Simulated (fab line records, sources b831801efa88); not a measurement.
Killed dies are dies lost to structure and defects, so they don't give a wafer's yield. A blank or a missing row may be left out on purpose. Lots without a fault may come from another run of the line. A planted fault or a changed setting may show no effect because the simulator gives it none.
Chamber matching | flow gf180mcu | GF_PASSIVATION_ETCH_11 on rie_diel-03: 4 sister chambers
The step etches the open film in CF4/O2, stops on TiN, target depth 2040 nm, time 453.3 s. 4 wafers are shown with their chamber, then 7 later ones without.

WAFERS WITH THEIR CHAMBER
wafer  | chamber | oes_product_au (a.u.)
L173.2 | 3       | 0.987
L173.3 | 0       | 0.989
L174.1 | 1       | 0.986
L174.3 | 2       | 0.989

WAFERS WITHOUT THEIR CHAMBER
wafer  | oes_product_au (a.u.)
L174.4 | 0.989
L181.2 | 0.984
L181.5 | 0.986
L181.6 | 0.993
L185.1 | 0.993
L185.2 | 0.990
L185.4 | 1.000

WHICH CHAMBER EACH WENT THROUGH
wafer  | from the rows above               | in truth
L174.4 | can't be placed: 0 or 2 or 3 or 1 | 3
L181.2 | can't be placed: 1 or 3 or 0 or 2 | 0
L181.5 | can't be placed: 1 or 3 or 0 or 2 | 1
L181.6 | can't be placed: 0 or 2 or 3 or 1 | 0
L185.1 | can't be placed: 0 or 2 or 3 or 1 | 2
L185.2 | can't be placed: 0 or 2 or 3 or 1 | 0
L185.4 | can't be placed: 0 or 2 or 3 or 1 | 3
Placed correctly: 0 of 7. Can't be placed from these rows: 7 (the true chamber is among the candidates in 7). Placed wrongly: 0.
How it was worked out, from the rows above alone: a wafer's distance from a chamber is the root of the sum, over the readings, of the square of ((its reading less the chamber's mean) divided by the reading's scatter). The wafer belongs to the nearest chamber; if the next one is less than 2 further off, it can't be placed. A chamber's mean is the mean of its shown wafers. The scatter: with one shown wafer a chamber, the root of the mean of the squares of how far each hidden wafer lies from its nearest shown one.
